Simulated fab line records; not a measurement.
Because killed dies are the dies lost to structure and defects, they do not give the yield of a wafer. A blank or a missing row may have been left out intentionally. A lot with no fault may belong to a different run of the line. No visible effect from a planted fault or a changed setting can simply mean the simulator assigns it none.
8D (eight disciplines) problem report, filled in by code || flow sfq line || the parts of the form that need people (team, actions taken, sign-off) are left out

1. WHAT IS WRONG
SFQ_TRILAYER_I0_CMP_CMP_028, time to endpoint s: mean 252 s over 1 wafer from 1 lot; wafers with no fault: 217 s, standard deviation 6.8. That puts it +5.1 standard deviations away from the usual mean.
The step: polishes SiO2.
First seen on wafer L559.4, day 11 05:31, on cmp-02. Wafers with a number at this step in the record: 39, from 13 lots. Rule for "out", or "out of limits": more than 4 standard deviations from the usual mean. All remaining wafers that have a number are taken as sound.

2. WHAT IT IS AND WHAT IT IS NOT
{"question": "which readings at this step", "is": "time to endpoint s", "is not": "motor current A, slurry flow ml min"}
{"question": "which lots", "is": "L559", "is not": "L547, L548, L549, L550, L551, L552, L553, L554, L562, L565, L568, L570"}
{"question": "which wafers of those lots", "is": "L559.4", "is not": "L559.2, L559.3"}
{"question": "read on which tools", "is": "cmp-02", "is not": "cmp-01"}
{"question": "when", "is": "from day 11 05:31", "is not": "up to then (26 sound wafers); but 12 sound wafers of L562, L565, L568, L570 came after"}

3. SUSPECTS, AND WHAT RULES EACH OUT
Counting: any tool at a process step up to the reading remains a suspect provided it ran every lot that is out. Sound lots after the first of them don't rule it out here, since some wafers of a struck lot are sound.
- cmp-02 at SFQ_TRILAYER_I0_CMP_CMP_028 (polishes SiO2): kept. L559, the lot that is out, went through it at day 11 05:31; up to then, the latest sound lot through it was L554 at day 9 07:33. Its own time to endpoint s readings are out on those wafers.
- At SFQ_TRILAYER_I0_CMP_CMP_028, inside cmp-02: chamber 0 took the wafers that are out, while their sound lot-mates went through chambers 1, 3.
Remaining after the count: cmp-02 at SFQ_TRILAYER_I0_CMP_CMP_028.

4. THE CAUSE (what the simulator had put in)
cmp-02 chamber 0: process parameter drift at SFQ_TRILAYER_I0_CMP_CMP_028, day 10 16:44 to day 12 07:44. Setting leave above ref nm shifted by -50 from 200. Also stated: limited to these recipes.
This tool alone remained once counting was done.

5. THE CHAIN OF EFFECTS, in route order
One row per reading whose mean, taken over the struck wafers that have a number, lies over 3 standard deviations from the usual. Only readings whose record carries a usual standard deviation are examined. hours: median over the lots of the time between each lot's start at the first step of this table that gives one and its start at this step. sigmas: the change, counted in usual standard deviations.
{"hours": 0, "step": "SFQ_TRILAYER_I0_CMP_CMP_028", "reading": "time to endpoint s", "usual": "217 s", "on struck wafers": 252, "change": "+35", "sigmas": "+5.1"}
{"hours": 3, "step": "SFQ_TRILAYER_I0_METRO_MEASURE_029", "reading": "thk nm", "usual": "200.0 nm", "on struck wafers": 149.7, "change": -50.3, "sigmas": -46}
{"hours": 52, "step": "SFQ_TRILAYER_I0_VIA_ETCH_VIA_ETCH_034", "reading": "oes product au", "usual": "0.854 a.u.", "on struck wafers": 0.741, "change": -0.113, "sigmas": -22}
Process steps it contains:
- SFQ_TRILAYER_I0_CMP_CMP_028: polishes SiO2.
- SFQ_TRILAYER_I0_METRO_MEASURE_029
- SFQ_TRILAYER_I0_VIA_ETCH_VIA_ETCH_034: etches SiO2 in CHF3, stops on Nb, target depth 260 nm.
At these later measuring or inspecting steps, every struck wafer for which the step has a row has a number for every such reading, and none has moved that far: SFQ_M1_RS_MEAS_909.

6. HOW IT WOULD HAVE BEEN CAUGHT EARLIER
In this record the first reading out of limits was taken at day 11 05:31, 13 hours after the fault began at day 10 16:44.
